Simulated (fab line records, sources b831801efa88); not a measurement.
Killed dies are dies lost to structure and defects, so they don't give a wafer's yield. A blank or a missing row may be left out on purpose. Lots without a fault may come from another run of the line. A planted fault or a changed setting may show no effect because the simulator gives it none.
Which tool did it? | flow gf180mcu | 11 lots, 33 wafers sampled, at 5 steps of a route of 602

WHAT THE GAUGES READ, wafer by wafer
GF_V5_RS_MEAS_24: measures by four-point-probe.
lot  | measured     | on            | V5_W_RS (ohm/sq)
L182 | day 27 12:47 | film_metro-03 | 0.330 0.322 0.323
L183 | day 27 16:35 | film_metro-03 | 0.324 0.316 0.319
L184 | day 28 02:44 | film_metro-01 | 0.324 0.326 0.318
L185 | day 28 06:43 | film_metro-02 | 0.328 0.324 0.332
L189 | day 29 12:06 | film_metro-03 | 0.228 0.229 0.323
L190 | day 29 18:01 | film_metro-03 | 0.327 0.227 0.324
L196 | day 32 02:59 | film_metro-01 | 0.322 0.329 0.327
L199 | day 32 13:13 | film_metro-01 | 0.319 0.326 0.322
L200 | day 32 16:59 | film_metro-03 | 0.324 0.324 0.327
L203 | day 33 10:02 | film_metro-03 | 0.324 0.325 0.324
L204 | day 33 18:33 | film_metro-01 | 0.322 0.328 0.328

GF_V5_THK_MEAS_25: measures by xrf.
lot  | measured     | on            | V5_W_THK (nm)
L182 | day 27 12:55 | film_metro-03 | 341 350 343
L183 | day 27 16:42 | film_metro-03 | 347 353 348
L184 | day 28 02:51 | film_metro-01 | 355 348 357
L185 | day 28 06:50 | film_metro-02 | 350 355 344
L189 | day 29 12:11 | film_metro-03 | 485 484 346
L190 | day 29 18:08 | film_metro-03 | 341 486 344
L196 | day 32 03:05 | film_metro-01 | 352 345 345
L199 | day 32 13:20 | film_metro-01 | 354 348 354
L200 | day 32 17:06 | film_metro-03 | 344 346 342
L203 | day 33 10:09 | film_metro-03 | 342 342 342
L204 | day 33 18:40 | film_metro-01 | 352 347 345

WHICH TOOL RAN EACH LOT (tool, then ch and the chambers of the sampled wafers, then the start)
lot  | GF_MIM_SPUTTER_01            | GF_V5_CVD_02                    | GF_V5_CVD_23
L182 | pvd_sputter-02, day 24 18:32 | pecvd-03 ch 1,2, day 26 14:52   | cvd_w-02 ch 0,1, day 27 12:41
L183 | pvd_sputter-03, day 24 22:11 | pecvd-03 ch 0,1,2, day 26 19:01 | cvd_w-02 ch 0,1, day 27 16:28
L184 | pvd_sputter-03, day 25 09:52 | pecvd-03 ch 0,2, day 27 05:33   | cvd_w-02 ch 0,1, day 28 02:37
L185 | pvd_sputter-04, day 25 12:52 | pecvd-02 ch 1,2, day 27 09:25   | cvd_w-01 ch 0,1, day 28 06:36
L189 | pvd_sputter-02, day 26 21:06 | pecvd-03 ch 0,1,2, day 28 14:55 | cvd_w-02 ch 0,1, day 29 11:58
L190 | pvd_sputter-04, day 27 04:06 | pecvd-04 ch 0,1, day 28 21:31   | cvd_w-02 ch 0,1, day 29 17:54
L196 | pvd_sputter-03, day 29 18:00 | pecvd-02 ch 0,1,2, day 31 07:45 | cvd_w-02 ch 0,1, day 32 02:51
L199 | pvd_sputter-02, day 30 07:01 | pecvd-04 ch 0,1,2, day 31 19:19 | cvd_w-02 ch 0,1, day 32 13:07
L200 | pvd_sputter-03, day 30 09:44 | pecvd-04 ch 0,2, day 31 22:24   | cvd_w-01 ch 0,1, day 32 16:52
L203 | pvd_sputter-02, day 31 03:05 | pecvd-03 ch 0,1,2, day 32 15:50 | cvd_w-02 ch 0,1, day 33 09:55
L204 | pvd_sputter-02, day 31 11:59 | pecvd-04 ch 1,2, day 33 00:05   | cvd_w-02 ch 0,1, day 33 18:26
- GF_MIM_SPUTTER_01: material TiN, target thk 30 nm, time 25 s.
- GF_V5_CVD_02: deposits SiO2 from TEOS, target thk 1450 nm, time 163.28 s.
- GF_V5_CVD_23: deposits W, target thk 350 nm, time 104.9 s.

WHAT THE TOOLS THEMSELVES READ (means of the sampled wafers that have a number; where no wafer has one, the mark that the record gives instead)
GF_MIM_SPUTTER_01.
lot  | tool           | throttle_valve_pct (%)
L182 | pvd_sputter-02 | 29.2
L183 | pvd_sputter-03 | 31.2
L184 | pvd_sputter-03 | 31.3
L185 | pvd_sputter-04 | 28.9
L189 | pvd_sputter-02 | 29.4
L190 | pvd_sputter-04 | 27.9
L196 | pvd_sputter-03 | 31.0
L199 | pvd_sputter-02 | 29.0
L200 | pvd_sputter-03 | 31.7
L203 | pvd_sputter-02 | 29.3
L204 | pvd_sputter-02 | 29.5

GF_V5_CVD_02.
lot  | tool     | heater_power_outer_w (W) | heater_power_w (W)
L182 | pecvd-03 | 318                      | 551
L183 | pecvd-03 | 315                      | 549
L184 | pecvd-03 | 326                      | 531
L185 | pecvd-02 | 302                      | 569
L189 | pecvd-03 | 332                      | 573
L190 | pecvd-04 | 356                      | 631
L196 | pecvd-02 | 361                      | 652
L199 | pecvd-04 | 365                      | 640
L200 | pecvd-04 | 394                      | 705
L203 | pecvd-03 | 326                      | 559
L204 | pecvd-04 | 310                      | 539

GF_V5_CVD_23.
lot  | tool     | heater_power_outer_w (W) | heater_power_w (W)
L182 | cvd_w-02 | 528                      | 869
L183 | cvd_w-02 | 525                      | 873
L184 | cvd_w-02 | 486                      | 780
L185 | cvd_w-01 | 521                      | 831
L189 | cvd_w-02 | 478                      | 789
L190 | cvd_w-02 | 479                      | 780
L196 | cvd_w-02 | 530                      | 879
L199 | cvd_w-02 | 522                      | 908
L200 | cvd_w-01 | 527                      | 829
L203 | cvd_w-02 | 525                      | 879
L204 | cvd_w-02 | 487                      | 789

THE ANSWER, worked out from the rows above alone
Rule: what is usual is taken from the lots themselves. Put in order of their means at a reading, lots are off if they are a third of the lots or fewer, leave a main group of 4 or more, and stand apart from it by a gap of 3 or more times the standard deviation of the main group's means; of several such gaps the widest counts. A main group whose means are all the same, to the digits that the tables above print for the reading, isn't used. A lot without any number at a reading at which 4 lots or more have one is off too. The other lots that the step has rows for count as sound. The gauges are gone through in route order, then the tools' own readings, and for those a lot's mean is taken as printed above. The first step at which some lot is off is used, and at that step the reading that is off furthest; a lot without a number counts as furthest.
Off: L189, L190, at GF_V5_RS_MEAS_24 (V5_W_RS). The main group: mean 0.324 ohm/sq, standard deviation 0.0023.
A tool fits if, at a process step before that reading, it ran every lot that is off, and no sound lot after the first of them. The gauges at GF_V5_RS_MEAS_24 are tried like those tools. None of those tried fits.

WHAT THE SIMULATOR HAD PUT IN
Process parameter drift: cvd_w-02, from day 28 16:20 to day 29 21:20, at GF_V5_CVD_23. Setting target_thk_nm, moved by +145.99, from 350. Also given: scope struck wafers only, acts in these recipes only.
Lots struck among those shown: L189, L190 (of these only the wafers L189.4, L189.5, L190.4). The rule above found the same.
